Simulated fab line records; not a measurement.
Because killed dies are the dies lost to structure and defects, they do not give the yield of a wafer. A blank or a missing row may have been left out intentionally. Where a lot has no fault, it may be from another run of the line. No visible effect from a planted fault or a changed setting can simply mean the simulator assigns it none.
Which tool did it? ; flow sky130 ; Sampling: 13 lots, 38 wafers, 5 of 708 route steps

WHAT EACH GAUGE READ, for each wafer
SKY_VIA1_OVL_MEAS_13. Usual: VIA1_OVL 0 nm, standard deviation 5.1.
lot;measured;on;VIA1_OVL (nm);flag
L635;day 35 04:07;overlay-02;1 5 6;
L636;day 35 05:22;overlay-02;0 8 -1;
L638;day 36 03:31;overlay-01;6 6 4;
L637;day 36 05:22;overlay-02;-6 -3 -8;
L640;day 36 08:34;overlay-01;-2 0 -3;
L641;day 37 10:31;overlay-01;-2 2 3;
L642;day 37 10:38;overlay-02;-4 8 4;
L644;day 37 17:17;overlay-02;3 -3 -10;
L643;day 37 18:26;overlay-01;-6 -3 -2;
L645;day 38 23:08;overlay-02;4 0;
L653;day 39 19:40;overlay-02;-9 -3 -13;
L654;day 39 20:19;overlay-02;7 6 6;
L656;day 40 15:19;overlay-01;0 -4 2;

SKY_VIA2_THK_MEAS_01. Usual: VIA2_HDPCVD_THK 1181 nm, standard deviation 11.
lot;measured;on;VIA2_HDPCVD_THK (nm);flag
L635;day 36 08:51;film_metro-01;1189 1181 1187;
L636;day 36 09:10;film_metro-04;1173 1189 1189;
L638;day 37 07:12;film_metro-03;1162 1171 1173;
L637;day 37 08:42;film_metro-04;1169 1162 1185;
L640;day 37 13:01;film_metro-04;1177 1179 1185;
L641;day 38 15:02;film_metro-04;1187 1181 1176;
L642;day 38 14:58;film_metro-01;1183 1175 1185;
L644;day 38 21:05;film_metro-04;1209 1189 1216;
L643;day 38 22:10;film_metro-01;1193 1188 1199;
L645;day 40 02:10;film_metro-03;1190 1187;
L653;day 40 22:31;film_metro-04;1186 1174 1166;
L654;day 40 23:39;film_metro-04;1187 1193 1185;
L656;day 41 17:33;film_metro-01;1196 1174 1182;

SKY_CAPM_THK_MEAS_01. Usual: CAPM_CVD_00_THK 15.51 nm, standard deviation 0.19.
lot;measured;on;CAPM_CVD_00_THK (nm);flag
L635;day 37 12:47;film_metro-03;15.33 15.62 15.70;
L636;day 37 13:30;film_metro-04;15.68 15.88 15.76;
L638;day 38 11:11;film_metro-03;15.38 15.72 15.73;
L637;day 38 12:18;film_metro-04;15.37 15.63 15.43;
L640;day 38 16:36;film_metro-04;15.28 15.36 15.71;
L641;day 39 18:55;film_metro-02;15.41 15.68 15.51;
L642;day 39 18:38;film_metro-02;15.60 15.54 15.62;
L644;day 39 23:22;film_metro-03;15.10 15.74 15.53;
L643;day 40 00:19;film_metro-04;15.40 15.49 15.81;
L645;day 41 04:47;film_metro-03;22.64 15.71;OFF
L653;day 42 00:02;film_metro-04;15.19 15.79 15.40;
L654;day 42 01:39;film_metro-02;15.27 15.41 15.32;
L656;day 42 19:17;film_metro-03;15.38 15.61 15.71;

TOOL THAT RAN EACH LOT (tool first, then ch and the chambers of the sampled wafers, then the start)
lot;SKY_VIA1_CMP_24;SKY_CAPM_CVD_00
L635;cmp-02 ch 2,3, day 35 05:13;pecvd-01 ch 0,1,2, day 37 12:46
L636;cmp-01 ch 0,1,3, day 35 06:31;pecvd-03 ch 0,2, day 37 13:29
L638;cmp-02 ch 0,3, day 36 04:34;pecvd-01 ch 0,1, day 38 11:09
L637;cmp-01 ch 1,2,3, day 36 06:25;pecvd-04 ch 0,1, day 38 12:17
L640;cmp-02 ch 1,2, day 36 09:40;pecvd-04 ch 0,1, day 38 16:35
L641;cmp-02 ch 1,3, day 37 11:41;pecvd-03 ch 1,2, day 39 18:53
L642;cmp-01 ch 0,2, day 37 11:58;pecvd-04 ch 0,1,2, day 39 18:37
L644;cmp-01 ch 2,3, day 37 18:19;pecvd-01 ch 1,2, day 39 23:20
L643;cmp-02 ch 0,1,3, day 37 19:29;pecvd-04 ch 0,1,2, day 40 00:17
L645;cmp-02 ch 3, day 39 00:10;pecvd-04 ch 0,1, day 41 04:41
L653;cmp-01 ch 1,2,3, day 39 20:43;pecvd-01 ch 1,2, day 42 00:01
L654;cmp-01 ch 0,1, day 39 21:22;pecvd-03 ch 0,1,2, day 42 01:38
L656;cmp-01 ch 1,2,3, day 40 16:25;pecvd-01 ch 0,2, day 42 19:16
- SKY_VIA1_CMP_24: polishes, stops on SiO2, t overpolish 15 s, target thk 0 nm.
- SKY_CAPM_CVD_00: deposits SiO2, target thk 15.5 nm.

WHAT THE TOOLS THEMSELVES READ (means of the sampled wafers that have a number; where no wafer has one, the mark that the record gives instead)
SKY_VIA1_CMP_24. Usual: motor_current_A 11.0 A, standard deviation 1.6; overpolish_run_s 15.000 s, standard deviation 0.0081; time_to_endpoint_s 65.8 s, standard deviation 2.9.
lot;tool;motor_current_A (A);overpolish_run_s (s);time_to_endpoint_s (s);flag
L635;cmp-02;12.2;14.999;63.4;
L636;cmp-01;9.9;14.997;65.1;
L638;cmp-02;11.1;15.006;66.6;
L637;cmp-01;10.9;15.002;63.8;
L640;cmp-02;11.3;14.992;66.2;
L641;cmp-02;11.0;14.995;65.6;
L642;cmp-01;10.6;15.006;65.8;
L644;cmp-01;10.8;14.998;66.3;
L643;cmp-02;10.7;15.000;66.1;
L645;cmp-02;10.7;15.003;66.2;
L653;cmp-01;11.0;14.999;70.0;
L654;cmp-01;9.2;14.998;66.6;
L656;cmp-01;10.6;15.008;67.9;

SKY_CAPM_CVD_00. Usual: heater_power_w 720 W, standard deviation 74; susceptor_temp_C 400.00 C, standard deviation 0.23.
lot;tool;heater_power_w (W);susceptor_temp_C (C);flag
L635;pecvd-01;690;399.85;
L636;pecvd-03;764;400.00;
L638;pecvd-01;703;400.14;
L637;pecvd-04;789;400.00;
L640;pecvd-04;712;400.08;
L641;pecvd-03;719;399.96;
L642;pecvd-04;719;399.97;
L644;pecvd-01;665;400.11;
L643;pecvd-04;743;399.87;
L645;pecvd-04;723;399.77;
L653;pecvd-01;619;399.88;
L654;pecvd-03;734;400.02;
L656;pecvd-01;718;400.04;

THE ANSWER, worked out from the rows above alone
Rule: take the mean of a lot's wafers that have a number; if it is more than 3 standard deviations from the usual mean, the lot is off. Also off: a lot with no number at a reading for which 4 or more lots have one. All remaining lots with rows at the step are treated as sound. First the gauges in route order, then the tools' own readings, where a lot's mean is used as printed above. The first step at which some lot is off is used, and at that step the reading that is off furthest; a lot without a number counts as furthest.
Off: at SKY_CAPM_THK_MEAS_01 (CAPM_CVD_00_THK), L645.
A tool fits if, at a process step before that reading, it ran every lot that is off, and no sound lot after the first of them. The gauges at SKY_CAPM_THK_MEAS_01 are tried like those tools. Undecided on this evidence; 2 tools fit (cmp-02 at SKY_VIA1_CMP_24, pecvd-04 at SKY_CAPM_CVD_00).

WHAT WAS PUT IN BY THE SIMULATOR
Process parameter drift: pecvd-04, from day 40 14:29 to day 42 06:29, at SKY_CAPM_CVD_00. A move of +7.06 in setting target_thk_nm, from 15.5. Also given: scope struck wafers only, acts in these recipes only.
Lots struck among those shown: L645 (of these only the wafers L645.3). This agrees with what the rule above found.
